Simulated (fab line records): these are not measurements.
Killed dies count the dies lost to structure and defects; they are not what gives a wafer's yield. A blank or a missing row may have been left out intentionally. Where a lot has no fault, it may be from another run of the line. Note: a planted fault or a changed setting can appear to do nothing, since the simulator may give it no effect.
fab line records -- flow sky130 -- part 1 of 2: steps 1 to 26 of 33
[record] lots = 5, wafers = 15, last-day = 50
route steps=708 shown VIA1@471 METAL2@483
lots with no fault: from the same line, run without faults
start-h: start of the lot's first displayed wafer, in hours after the record's first day -- wait-h: hours elapsed since this lot's preceding step -- " repeats the value in the row above -- L1.1+2: one row covering several wafers at once -- - value missing, or start not given -- * or withheld: withheld -- < > ~ a bound
route shown NAME@n: names a module that has steps shown in the file, with the first one's number in the route -- usual: the fault-free wafers' mean and standard deviation -- same: alike in all rows -- chamber/n: place in a boat -- sites: per-site readings -- _std_site: the values' standard deviation -- _edge_site: mean of outer sites minus mean of inner sites -- radius-mm: for every site, how far away it sits from the centre of the wafer -- mask NAME#n: copy n -- behind: the tool/chamber that last shaped the wafer -- hold: cause of the lot's hold/its duration in hours/its outcome -- device: transistor that didn't switch, given as n, p or np -- end of line: tests of these same wafers at the route's end -- a step without rows: its recipe alone -- killed: at the first sort, the dies lost to defects and structure; wafer yield is something else -- map: a wafer's dies, x killed, . not, _ none there
set.NAME: the setting the step ran with; set.NAME@STEP: the setting that earlier step ran with -- model.NAME: the simulator's own value behind a step, which no gauge read
a table for each step, a row for each wafer; lots at some steps of the route
services: when a tool's chamber went out of use (start-h, in hours from the record's first day, below 0 if earlier), for how many hours, and the reason
[[steps]]
[step SKY_VIA1_OVL_MEAS_13]
[usual] VIA1_OVL = -2/5.5
lot.wafer,tool,chamber,start-h,wait-h,VIA1_OVL[nm]
L074.1,overlay-02,-,794.69,0.1,-9
L074.4,overlay-02,-,794.69,0.1,-1
L074.6,overlay-02,-,794.69,0.1,-7
L080.2,overlay-01,-,841.44,0.1,5
L080.5,overlay-01,-,841.44,0.1,-3
L080.6,overlay-01,-,841.44,0.1,1
L089.1,overlay-02,-,901.54,0.1,10
L089.4,overlay-02,-,901.54,0.1,2
L089.5,overlay-02,-,901.54,0.1,8
L092.1,overlay-02,-,929.49,0.1,4
L092.2,overlay-02,-,929.49,0.1,-6
L092.5,overlay-02,-,929.49,0.1,1
L095.1,overlay-02,-,949.00,0.1,-3
L095.2,overlay-02,-,949.00,0.1,-5
L095.6,overlay-02,-,949.00,0.1,2
[step SKY_VIA1_ETCH_14]
[recipe] chemistry = N2/H2, target = BARC, ion-energy-ev = 200, source-w = 500, bias-w = 100, pressure-mtorr = 30, n2-flow-sccm = 100, h2-flow-sccm = 200, stop-on = SiO2, time-s = 45.9, target-depth-a = 600
[usual] bias-w = 99.99/0.3, drypump-motor-current-A = 6.0/0.36, oes-product-au = 0.855/0.0048, throttle-valve-pct = 13.225/0.0089
lot.wafer,tool,chamber,start-h,wait-h,bias-w,drypump-motor-current-A,oes-product-au,rf-hours-counter-h,throttle-valve-pct
L074.1,rie-diel-01,2,794.72,0.0,100.16,6.0,0.858,18,13.224
L074.4,rie-diel-01,0,794.72,0.0,99.95,6.2,0.857,9,13.228
L074.6,rie-diel-01,2,794.72,0.0,100.64,5.9,0.856,-,13.238
L080.2,rie-diel-04,0,841.47,0.0,99.39,5.7,0.851,13,13.222
L080.5,rie-diel-04,0,841.47,0.0,99.77,5.7,0.860,-,13.231
L080.6,rie-diel-04,3,841.47,0.0,99.98,6.3,0.851,-,13.219
L089.1,rie-diel-02,0,901.57,0.0,99.81,5.1,0.847,7,13.218
L089.4,rie-diel-02,0,901.57,0.0,100.01,5.1,0.849,-,13.214
L089.5,rie-diel-02,3,901.57,0.0,99.94,5.7,0.855,-,13.225
L092.1,rie-diel-02,2,929.52,0.0,100.39,5.8,0.866,11,13.213
L092.2,rie-diel-02,1,929.52,0.0,99.91,5.7,0.851,9,13.221
L092.5,rie-diel-02,0,929.52,0.0,99.97,5.1,0.850,-,13.224
L095.1,rie-diel-01,0,949.04,0.0,100.23,6.2,0.854,13,13.219
L095.2,rie-diel-01,3,949.04,0.0,100.05,5.5,0.851,17,13.224
L095.6,rie-diel-01,1,949.04,0.0,99.57,6.2,0.854,-,13.232
[step SKY_VIA1_ETCH_15]
[recipe] target = SiO2, chemistry = C4F8/O2/Ar, target-depth-nm = 351, stop-on = TiN, mask-material = KrF-thick, source-w = 1500, bias-w = 1200, pressure-mtorr = 40, c4f8-flow-sccm = withheld, O2_flow_sccm = 6, Ar_flow_sccm = 300, time-s = 54
[usual] bias-w = 1200/3.6, oes-product-au = 0.981/0.0071
lot.wafer,tool,chamber,start-h,wait-h,bias-w,oes-product-au,rf-hours-counter-h
L074.1,rie-diel-01,2,794.77,0.0,1204,0.978,18
L074.4,rie-diel-01,0,794.77,0.0,1207,0.981,9
L074.6,rie-diel-01,2,794.77,0.0,1206,0.978,-
L080.2,rie-diel-04,0,841.51,0.0,1196,0.988,13
L080.5,rie-diel-04,0,841.51,0.0,1200,0.993,-
L080.6,rie-diel-04,3,841.51,0.0,1193,0.996,-
L089.1,rie-diel-02,0,901.62,0.0,1196,0.994,7
L089.4,rie-diel-02,0,901.62,0.0,1198,0.989,-
L089.5,rie-diel-02,3,901.62,0.0,1196,0.989,-
L092.1,rie-diel-02,2,929.57,0.0,1202,0.985,11
L092.2,rie-diel-02,1,929.57,0.0,1205,0.982,10
L092.5,rie-diel-02,0,929.57,0.0,1198,0.985,-
L095.1,rie-diel-01,0,949.08,0.0,1198,0.988,13
L095.2,rie-diel-01,3,949.08,0.0,1198,0.977,17
L095.6,rie-diel-01,1,949.08,0.0,1201,0.975,-
[step SKY_VIA1_STRIP_16]
[recipe] chemistry = O2/N2, power-w = 1400, pressure-mtorr = 1500, platen-temp-c = withheld, o2-flow-sccm = 3000, n2-flow-sccm = 300, overash-fraction = 0.5
[usual] drypump-motor-current-A = 5.6/0.5, oes-product-au = 0.416/0.0052, strip-time-to-endpoint-s = 4.453/0.026
lot.wafer,tool,chamber,start-h,wait-h,drypump-motor-current-A,oes-product-au,rf-hours-counter-h,strip-time-to-endpoint-s
L074.1,plasma-asher-04,1,794.81,0.0,5.4,0.406,4,4.446
L074.4,plasma-asher-04,0,794.81,0.0,5.3,0.414,-,4.423
L074.6,plasma-asher-04,0,794.81,0.0,5.3,0.418,-,4.465
L080.2,plasma-asher-01,1,841.56,0.0,5.4,0.414,71,4.412
L080.5,plasma-asher-01,0,841.56,0.0,6.6,0.410,-,4.397
L080.6,plasma-asher-01,1,841.56,0.0,5.4,0.422,-,4.404
L089.1,plasma-asher-04,0,901.66,0.0,5.3,0.413,15,4.446
L089.4,plasma-asher-04,0,901.66,0.0,5.3,0.420,-,4.424
L089.5,plasma-asher-04,0,901.66,0.0,5.3,0.414,-,4.462
L092.1,plasma-asher-02,0,929.61,0.0,5.5,0.413,50,4.443
L092.2,plasma-asher-02,1,929.61,0.0,5.4,0.412,50,4.439
L092.5,plasma-asher-02,0,929.61,0.0,5.5,0.410,-,4.414
L095.1,plasma-asher-01,0,949.13,0.0,6.6,0.413,81,4.439
L095.2,plasma-asher-01,1,949.13,0.0,5.4,0.410,81,4.489
L095.6,plasma-asher-01,1,949.13,0.0,5.4,0.408,-,4.471
[step SKY_VIA1_STRIP_17]
[recipe] chemistry = post-etch-residue-remover, time-s = 1200, temp-c = 72.5
lot.wafer,tool,chamber,start-h,wait-h
L074.1+4+6,wet-bench-04,0,794.91,0.1
L080.2+5+6,wet-bench-04,2,841.66,0.1
L089.1+4+5,wet-bench-02,3,901.76,0.1
L092.1+2+5,wet-bench-04,1,929.71,0.1
L095.1+2+6,wet-bench-01,0,949.23,0.1
[step SKY_VIA1_CLEAN_18]
[recipe] chemistry = IPA, time-s = 180, temp-c = 25
lot.wafer,tool,chamber,start-h,wait-h
L074.1+4+6,wet-bench-04,2,795.30,0.1
L080.2+5+6,wet-bench-01,1,842.00,0.0
L089.1+4+5,wet-bench-04,1,902.17,0.0
L092.1+2+5,wet-bench-01,2,930.09,0.0
L095.1+2+6,wet-bench-04,1,949.57,0.0
[step SKY_VIA1_CLEAN_19]
[recipe] chemistry = O3/DIW, dry = n2-spin
lot.wafer,tool,chamber,start-h,wait-h
L074.1+4+6,wet-bench-01,0,795.36,0.0
L080.2+5+6,wet-bench-02,1,842.06,0.0
L089.1+4+5,wet-bench-02,2,902.23,0.0
L092.1+2+5,wet-bench-04,3,930.14,0.0
L095.1+2+6,wet-bench-01,0,949.63,0.0
[step SKY_VIA1_SPUTTER_20]
[recipe] material = TiN, target-thk-nm = 20, chamber-pressure-pa = 5, power-w = 4000, time-s = 80
[usual] throttle-valve-pct = 30.3/1.1
lot.wafer,tool,chamber,start-h,wait-h,throttle-valve-pct
L074.1,pvd-sputter-03,-,795.46,0.0,29.1
L074.4,pvd-sputter-03,-,795.46,0.0,31.2
L074.6,pvd-sputter-03,-,795.46,0.0,31.0
L080.2,pvd-sputter-04,-,842.15,0.0,31.0
L080.5,pvd-sputter-04,-,842.15,0.0,30.9
L080.6,pvd-sputter-04,-,842.15,0.0,32.1
L089.1,pvd-sputter-04,-,902.34,0.0,28.8
L089.4,pvd-sputter-04,-,902.34,0.0,31.6
L089.5,pvd-sputter-04,-,902.34,0.0,29.0
L092.1,pvd-sputter-02,-,930.24,0.0,30.9
L092.2,pvd-sputter-02,-,930.24,0.0,29.1
L092.5,pvd-sputter-02,-,930.24,0.0,31.2
L095.1,pvd-sputter-04,-,949.72,0.0,32.0
L095.2,pvd-sputter-04,-,949.72,0.0,29.0
L095.6,pvd-sputter-04,-,949.72,0.0,31.6
[step SKY_VIA1_CVD_21]
[recipe] material = W, target-thk-nm = 270, time-s = 80.902, temp-c = 400, pressure-torr = 40
[usual] heater-power-w = 873/91
lot.wafer,tool,chamber,start-h,wait-h,heater-power-w
L074.1,cvd-w-01,1,795.52,0.0,777
L074.4,cvd-w-01,0,795.52,0.0,892
L074.6,cvd-w-01,0,795.52,0.0,896
L080.2,cvd-w-01,0,842.21,0.0,864
L080.5,cvd-w-01,1,842.21,0.0,785
L080.6,cvd-w-01,0,842.21,0.0,889
L089.1,cvd-w-01,1,902.40,0.0,800
L089.4,cvd-w-01,0,902.40,0.0,878
L089.5,cvd-w-01,0,902.40,0.0,877
L092.1,cvd-w-02,1,930.31,0.0,1008
L092.2,cvd-w-02,0,930.31,0.0,814
L092.5,cvd-w-02,0,930.31,0.0,819
L095.1,cvd-w-02,0,949.78,0.0,820
L095.2,cvd-w-02,1,949.78,0.0,1007
L095.6,cvd-w-02,1,949.78,0.0,1048
[step SKY_VIA1_RS_MEAS_22]
[recipe] thk-meas-gauge = four-point-probe, reads = W_of_VIA1_CVD_21+TiN_of_VIA1_SPUTTER_20
[usual] VIA1_W_RS = 0.428/0.0064
lot.wafer,tool,chamber,start-h,wait-h,VIA1_W_RS[ohm/sq]
L074.1,film-metro-03,-,795.62,0.1,0.425
L074.4,film-metro-03,-,795.62,0.1,0.425
L074.6,film-metro-03,-,795.62,0.1,0.429
L080.2,film-metro-03,-,842.32,0.1,0.422
L080.5,film-metro-03,-,842.32,0.1,0.421
L080.6,film-metro-03,-,842.32,0.1,0.426
L089.1,film-metro-04,-,902.49,0.1,0.428
L089.4,film-metro-04,-,902.49,0.1,0.425
L089.5,film-metro-04,-,902.49,0.1,0.429
L092.1,film-metro-02,-,930.40,0.1,0.433
L092.2,film-metro-02,-,930.40,0.1,0.426
L092.5,film-metro-02,-,930.40,0.1,0.422
L095.1,film-metro-04,-,949.87,0.1,0.422
L095.2,film-metro-04,-,949.87,0.1,0.438
L095.6,film-metro-04,-,949.87,0.1,0.439
[step SKY_VIA1_THK_MEAS_23]
[recipe] thk-meas-gauge = xrf, reads = W_of_VIA1_CVD_21
[usual] VIA1_W_THK = 263/4.8
lot.wafer,tool,chamber,start-h,wait-h,VIA1_W_THK[nm]
L074.1,film-metro-03,-,795.74,0.1,268
L074.4,film-metro-03,-,795.74,0.1,266
L074.6,film-metro-03,-,795.74,0.1,263
L080.2,film-metro-03,-,842.43,0.1,270
L080.5,film-metro-03,-,842.43,0.1,270
L080.6,film-metro-03,-,842.43,0.1,267
L089.1,film-metro-04,-,902.61,0.1,262
L089.4,film-metro-04,-,902.61,0.1,264
L089.5,film-metro-04,-,902.61,0.1,260
L092.1,film-metro-02,-,930.52,0.1,258
L092.2,film-metro-02,-,930.52,0.1,262
L092.5,film-metro-02,-,930.52,0.1,265
L095.1,film-metro-04,-,949.99,0.1,266
L095.2,film-metro-04,-,949.99,0.1,256
L095.6,film-metro-04,-,949.99,0.1,257
[step SKY_VIA1_CMP_24]
[recipe] stop-on = SiO2, t-overpolish-s = 15, down-force-psi = 3.5, platen-rpm = 60, target-thk-nm = 0, pad-velocity-m-s = 0.94248
[usual] motor-current-A = 10.6/0.83, overpolish-run-s = 15.000/0.0087, slurry-filter-dp-kPa = 13.50/0.13, time-to-endpoint-s = 67/3.6
lot.wafer,tool,chamber,start-h,wait-h,motor-current-A,overpolish-run-s,slurry-filter-dp-kPa,time-to-endpoint-s
L074.4,cmp-01,1,795.80,0.0,9.8,15.012,13.55,68
L074.1,cmp-01,2,795.80,0.0,9.7,14.998,13.33,69
L074.6,cmp-01,2,795.80,0.0,10.1,15.002,13.40,69
L080.2,cmp-02,2,842.58,0.1,11.2,15.004,13.46,72
L080.6,cmp-02,0,842.58,0.1,9.5,15.015,13.58,65
L080.5,cmp-02,1,842.58,0.1,11.0,15.014,13.60,74
L089.1,cmp-02,2,902.77,0.1,11.2,14.997,13.64,62
L089.4,cmp-02,3,902.77,0.1,10.1,15.014,13.50,67
L089.5,cmp-02,0,902.77,0.1,9.4,15.004,13.58,58
L092.1,cmp-02,3,930.63,0.1,10.9,14.987,13.66,65
L092.2,cmp-02,1,930.63,0.1,11.2,14.989,13.64,70
L092.5,cmp-02,2,930.63,0.1,10.9,14.997,13.17,69
L095.1,cmp-02,3,950.20,0.2,10.8,15.009,13.45,68
L095.2,cmp-02,1,950.20,0.2,10.7,14.996,13.42,65
L095.6,cmp-02,3,950.20,0.2,10.9,14.994,13.58,67
[step SKY_METAL2_SPUTTER_00]
[recipe] material = Ti, target-thk-nm = 15, power-w = 3000, time-s = 10, chamber-pressure-pa = 0.4
[usual] throttle-valve-pct = 30.0/1
lot.wafer,tool,chamber,start-h,wait-h,throttle-valve-pct
L074.1,pvd-sputter-04,-,796.10,0.2,31.3
L074.4,pvd-sputter-04,-,796.10,0.2,28.8
L074.6,pvd-sputter-04,-,796.10,0.2,28.9
L080.2,pvd-sputter-01,-,842.78,0.1,29.5
L080.5,pvd-sputter-01,-,842.78,0.1,29.7
L080.6,pvd-sputter-01,-,842.78,0.1,29.5
L089.1,pvd-sputter-03,-,902.97,0.1,31.3
L089.4,pvd-sputter-03,-,902.97,0.1,30.3
L089.5,pvd-sputter-03,-,902.97,0.1,30.3
L092.1,pvd-sputter-03,-,930.88,0.2,29.2
L092.2,pvd-sputter-03,-,930.88,0.2,29.6
L092.5,pvd-sputter-03,-,930.88,0.2,31.2
L095.1,pvd-sputter-01,-,950.45,0.2,31.3
L095.2,pvd-sputter-01,-,950.45,0.2,29.9
L095.6,pvd-sputter-01,-,950.45,0.2,29.4
[step SKY_METAL2_SPUTTER_01]
[recipe] material = TiN, target-thk-nm = 20, power-w = 6500, time-s = 16.7, chamber-pressure-pa = 0.4
[usual] throttle-valve-pct = 30.0/1
lot.wafer,tool,chamber,start-h,wait-h,throttle-valve-pct
L074.1,pvd-sputter-04,-,796.12,0.0,31.3
L074.4,pvd-sputter-04,-,796.12,0.0,28.9
L074.6,pvd-sputter-04,-,796.12,0.0,29.0
L080.2,pvd-sputter-01,-,842.81,0.0,29.7
L080.5,pvd-sputter-01,-,842.81,0.0,29.6
L080.6,pvd-sputter-01,-,842.81,0.0,29.4
L089.1,pvd-sputter-03,-,902.99,0.0,31.2
L089.4,pvd-sputter-03,-,902.99,0.0,30.2
L089.5,pvd-sputter-03,-,902.99,0.0,30.0
L092.1,pvd-sputter-03,-,930.90,0.0,29.0
L092.2,pvd-sputter-03,-,930.90,0.0,29.8
L092.5,pvd-sputter-03,-,930.90,0.0,31.0
L095.1,pvd-sputter-01,-,950.47,0.0,31.2
L095.2,pvd-sputter-01,-,950.47,0.0,29.9
L095.6,pvd-sputter-01,-,950.47,0.0,29.5
[step SKY_METAL2_SPUTTER_02]
[recipe] material = AlCu, target-thk-nm = 250, power-w = 10600, time-s = 13.3, chamber-pressure-pa = 0.4
[usual] throttle-valve-pct = 30.0/1
lot.wafer,tool,chamber,start-h,wait-h,throttle-valve-pct
L074.1,pvd-sputter-04,-,796.14,0.0,31.6
L074.4,pvd-sputter-04,-,796.14,0.0,29.3
L074.6,pvd-sputter-04,-,796.14,0.0,28.9
L080.2,pvd-sputter-01,-,842.83,0.0,29.7
L080.5,pvd-sputter-01,-,842.83,0.0,30.0
L080.6,pvd-sputter-01,-,842.83,0.0,29.5
L089.1,pvd-sputter-03,-,903.02,0.0,31.4
L089.4,pvd-sputter-03,-,903.02,0.0,30.2
L089.5,pvd-sputter-03,-,903.02,0.0,30.2
L092.1,pvd-sputter-03,-,930.93,0.0,29.1
L092.2,pvd-sputter-03,-,930.93,0.0,29.8
L092.5,pvd-sputter-03,-,930.93,0.0,31.2
L095.1,pvd-sputter-01,-,950.49,0.0,31.2
L095.2,pvd-sputter-01,-,950.49,0.0,29.9
L095.6,pvd-sputter-01,-,950.49,0.0,29.4
[step SKY_METAL2_SPUTTER_03]
[recipe] material = Ti, target-thk-nm = 5, power-w = 3000, time-s = 3.3, chamber-pressure-pa = 0.4
[usual] throttle-valve-pct = 30.0/1
lot.wafer,tool,chamber,start-h,wait-h,throttle-valve-pct
L074.1,pvd-sputter-04,-,796.17,0.0,31.5
L074.4,pvd-sputter-04,-,796.17,0.0,29.1
L074.6,pvd-sputter-04,-,796.17,0.0,29.0
L080.2,pvd-sputter-01,-,842.86,0.0,30.0
L080.5,pvd-sputter-01,-,842.86,0.0,29.9
L080.6,pvd-sputter-01,-,842.86,0.0,29.3
L089.1,pvd-sputter-03,-,903.04,0.0,31.4
L089.4,pvd-sputter-03,-,903.04,0.0,30.2
L089.5,pvd-sputter-03,-,903.04,0.0,30.2
L092.1,pvd-sputter-03,-,930.95,0.0,29.0
L092.2,pvd-sputter-03,-,930.95,0.0,29.9
L092.5,pvd-sputter-03,-,930.95,0.0,31.1
L095.1,pvd-sputter-01,-,950.52,0.0,31.0
L095.2,pvd-sputter-01,-,950.52,0.0,29.7
L095.6,pvd-sputter-01,-,950.52,0.0,29.4
[step SKY_METAL2_SPUTTER_04]
[recipe] material = TiN, target-thk-nm = 70, power-w = 6500, time-s = 58.3, chamber-pressure-pa = 0.4
[usual] throttle-valve-pct = 30.0/1
lot.wafer,tool,chamber,start-h,wait-h,throttle-valve-pct
L074.1,pvd-sputter-04,-,796.19,0.0,31.3
L074.4,pvd-sputter-04,-,796.19,0.0,28.8
L074.6,pvd-sputter-04,-,796.19,0.0,29.0
L080.2,pvd-sputter-01,-,842.87,0.0,29.7
L080.5,pvd-sputter-01,-,842.87,0.0,29.7
L080.6,pvd-sputter-01,-,842.87,0.0,29.3
L089.1,pvd-sputter-03,-,903.06,0.0,31.1
L089.4,pvd-sputter-03,-,903.06,0.0,30.2
L089.5,pvd-sputter-03,-,903.06,0.0,30.4
L092.1,pvd-sputter-03,-,930.97,0.0,29.4
L092.2,pvd-sputter-03,-,930.97,0.0,29.7
L092.5,pvd-sputter-03,-,930.97,0.0,31.0
L095.1,pvd-sputter-01,-,950.54,0.0,30.9
L095.2,pvd-sputter-01,-,950.54,0.0,29.8
L095.6,pvd-sputter-01,-,950.54,0.0,29.2
[step SKY_METAL2_RS_MEAS_05]
[recipe] thk-meas-gauge = four-point-probe, reads = TiN_of_METAL2_SPUTTER_04+Ti_of_METAL2_SPUTTER_03+AlCu_of_METAL2_SPUTTER_02+TiN_of_METAL2_SPUTTER_01+Ti_of_METAL2_SPUTTER_00
[usual] METAL2_ALCU_RS = 0.1269/0.0015
lot.wafer,tool,chamber,start-h,wait-h,METAL2_ALCU_RS[ohm/sq]
L074.1,film-metro-03,-,796.24,0.0,0.1246
L074.4,film-metro-03,-,796.24,0.0,0.1267
L074.6,film-metro-03,-,796.24,0.0,0.1267
L080.2,film-metro-03,-,842.94,0.0,0.1276
L080.5,film-metro-03,-,842.94,0.0,0.1278
L080.6,film-metro-03,-,842.94,0.0,0.1272
L089.1,film-metro-04,-,903.11,0.0,0.1236
L089.4,film-metro-04,-,903.11,0.0,0.1247
L089.5,film-metro-04,-,903.11,0.0,0.1242
L092.1,film-metro-03,-,931.02,0.0,0.1265
L092.2,film-metro-03,-,931.02,0.0,0.1278
L092.5,film-metro-03,-,931.02,0.0,0.1251
L095.1,film-metro-04,-,950.59,0.0,0.1288
L095.2,film-metro-04,-,950.59,0.0,0.1290
L095.6,film-metro-04,-,950.59,0.0,0.1290
[step SKY_METAL2_THK_MEAS_06]
[recipe] thk-meas-gauge = xrf, reads = AlCu_of_METAL2_SPUTTER_02
[usual] METAL2_ALCU_THK = 247.9/3
lot.wafer,tool,chamber,start-h,wait-h,METAL2_ALCU_THK[nm]
L074.1,film-metro-03,-,796.36,0.1,249.6
L074.4,film-metro-03,-,796.36,0.1,244.7
L074.6,film-metro-03,-,796.36,0.1,245.3
L080.2,film-metro-03,-,843.05,0.1,246.4
L080.5,film-metro-03,-,843.05,0.1,246.0
L080.6,film-metro-03,-,843.05,0.1,246.9
L089.1,film-metro-04,-,903.23,0.1,253.8
L089.4,film-metro-04,-,903.23,0.1,253.2
L089.5,film-metro-04,-,903.23,0.1,252.7
L092.1,film-metro-03,-,931.14,0.1,247.7
L092.2,film-metro-03,-,931.14,0.1,241.8
L092.5,film-metro-03,-,931.14,0.1,246.8
L095.1,film-metro-04,-,950.71,0.1,245.2
L095.2,film-metro-04,-,950.71,0.1,244.3
L095.6,film-metro-04,-,950.71,0.1,245.0
[step SKY_METAL2_DEHYDRATE_07]
[recipe] temp-c = 200, time-s = 60
[usual] chill-plate-temp-C = 22.99/0.11
lot.wafer,tool,chamber,start-h,wait-h,chill-plate-temp-C
L074.1,litho-track-02,0,808.93,12.6,22.86
L074.4,litho-track-02,0,808.93,12.6,22.89
L074.6,litho-track-02,0,808.93,12.6,23.01
L080.2,litho-track-03,0,854.94,11.9,23.01
L080.5,litho-track-03,0,854.94,11.9,23.04
L080.6,litho-track-03,0,854.94,11.9,22.83
L089.1,litho-track-04,0,915.87,12.6,22.97
L089.4,litho-track-04,0,915.87,12.6,22.91
L089.5,litho-track-04,0,915.87,12.6,22.93
L092.1,litho-track-03,0,943.22,12.1,22.97
L092.2,litho-track-03,0,943.22,12.1,22.89
L092.5,litho-track-03,0,943.22,12.1,22.95
L095.1,litho-track-03,0,961.47,10.8,22.98
L095.2,litho-track-03,0,961.47,10.8,23.04
L095.6,litho-track-03,0,961.47,10.8,23.05
[step SKY_METAL2_HMDS_08]
[recipe] prime-time-s = 60, prime-temp-c = 120
[usual] chill-plate-temp-C = 23.02/0.11
lot.wafer,tool,chamber,start-h,wait-h,chill-plate-temp-C
L074.1,litho-track-02,0,809.08,0.1,22.98
L074.4,litho-track-02,0,809.08,0.1,23.14
L074.6,litho-track-02,0,809.08,0.1,23.18
L080.2,litho-track-03,0,855.09,0.1,23.10
L080.5,litho-track-03,0,855.09,0.1,23.02
L080.6,litho-track-03,0,855.09,0.1,22.95
L089.1,litho-track-04,0,916.02,0.1,22.98
L089.4,litho-track-04,0,916.02,0.1,22.99
L089.5,litho-track-04,0,916.02,0.1,23.19
L092.1,litho-track-03,0,943.37,0.1,22.97
L092.2,litho-track-03,0,943.37,0.1,23.04
L092.5,litho-track-03,0,943.37,0.1,22.92
L095.1,litho-track-03,0,961.62,0.1,23.06
L095.2,litho-track-03,0,961.62,0.1,23.09
L095.6,litho-track-03,0,961.62,0.1,23.05
[step SKY_METAL2_COAT_09]
[recipe] resist = BARC, temp-c = withheld, time-s = withheld, spin-rpm = 3000, resist-thk-nm = 60
[usual] chill-plate-temp-C = *
lot.wafer,tool,chamber,start-h,wait-h,chill-plate-temp-C
L074.1,litho-track-02,0,809.23,0.1,*
L074.4,litho-track-02,0,809.23,0.1,*
L074.6,litho-track-02,0,809.23,0.1,*
L080.2,litho-track-03,0,855.24,0.1,*
L080.5,litho-track-03,0,855.24,0.1,*
L080.6,litho-track-03,0,855.24,0.1,*
L089.1,litho-track-04,0,916.17,0.1,*
L089.4,litho-track-04,0,916.17,0.1,*
L089.5,litho-track-04,0,916.17,0.1,*
L092.1,litho-track-03,0,943.52,0.1,*
L092.2,litho-track-03,0,943.52,0.1,*
L092.5,litho-track-03,0,943.52,0.1,*
L095.1,litho-track-03,0,961.77,0.1,*
L095.2,litho-track-03,0,961.77,0.1,*
L095.6,litho-track-03,0,961.77,0.1,*
[step SKY_METAL2_COAT_10]
[recipe] resist = KrF-thick, spin-rpm = 3000, resist-thk-nm = 450
[usual] chill-plate-temp-C = 23.00/0.1
lot.wafer,tool,chamber,start-h,wait-h,chill-plate-temp-C
L074.1,litho-track-02,0,-,-,23.11
L074.4,litho-track-02,0,-,-,23.07
L074.6,litho-track-02,0,-,-,22.88
L080.2,litho-track-03,0,-,-,23.07
L080.5,litho-track-03,0,-,-,23.11
L080.6,litho-track-03,0,-,-,22.96
L089.1,litho-track-04,0,-,-,23.06
L089.4,litho-track-04,0,-,-,22.97
L089.5,litho-track-04,0,-,-,22.98
L092.1,litho-track-03,0,-,-,23.15
L092.2,litho-track-03,0,-,-,23.12
L092.5,litho-track-03,0,-,-,22.96
L095.1,litho-track-03,0,-,-,23.05
L095.2,litho-track-03,0,-,-,23.00
L095.6,litho-track-03,0,-,-,22.91
[step SKY_METAL2_SOFTBAKE_11]
[recipe] temp-c = 100, time-s = 90, resist = KrF-thick
[usual] chill-plate-temp-C = 23.01/0.11
lot.wafer,tool,chamber,start-h,wait-h,chill-plate-temp-C
L074.1,litho-track-02,0,-,-,23.05
L074.4,litho-track-02,0,-,-,23.03
L074.6,litho-track-02,0,-,-,23.01
L080.2,litho-track-03,0,-,-,23.05
L080.5,litho-track-03,0,-,-,23.07
L080.6,litho-track-03,0,-,-,22.93
L089.1,litho-track-04,0,-,-,22.89
L089.4,litho-track-04,0,-,-,22.89
L089.5,litho-track-04,0,-,-,22.99
L092.1,litho-track-03,0,-,-,23.11
L092.2,litho-track-03,0,-,-,22.91
L092.5,litho-track-03,0,-,-,23.10
L095.1,litho-track-03,0,-,-,23.14
L095.2,litho-track-03,0,-,-,23.02
L095.6,litho-track-03,0,-,-,23.04
[step SKY_METAL2_EXPOSE_12]
[recipe] mask-id = MM2, na = 0.8, source-shape = annular, sigma-inner = 0.55, sigma-outer = 0.85, target-cd-nm = 140, dose-mj = 28
lot.wafer,tool,chamber,start-h,wait-h,mask
L074.1+4+6,krf-scanner-02,0,-,-,MM2#0
L080.2+5+6,krf-scanner-01,0,-,-,MM2#0
L089.1+4+5,krf-scanner-01,0,-,-,MM2#0
L092.1+2+5,krf-scanner-01,0,-,-,MM2#0
L095.1+2+6,krf-scanner-02,0,-,-,MM2#0
[step SKY_METAL2_PEB_13]
[recipe] peb-temp-c = withheld, peb-time-s = withheld, resist = KrF-thick
[usual] chill-plate-temp-C = *
lot.wafer,tool,chamber,start-h,wait-h,chill-plate-temp-C
L074.1,litho-track-04,0,-,-,*
L074.4,litho-track-04,0,-,-,*
L074.6,litho-track-04,0,-,-,*
L080.2,litho-track-03,0,-,-,*
L080.5,litho-track-03,0,-,-,*
L080.6,litho-track-03,0,-,-,*
L089.1,litho-track-03,0,-,-,*
L089.4,litho-track-03,0,-,-,*
L089.5,litho-track-03,0,-,-,*
L092.1,litho-track-02,0,-,-,*
L092.2,litho-track-02,0,-,-,*
L092.5,litho-track-02,0,-,-,*
L095.1,litho-track-04,0,-,-,*
L095.2,litho-track-04,0,-,-,*
L095.6,litho-track-04,0,-,-,*
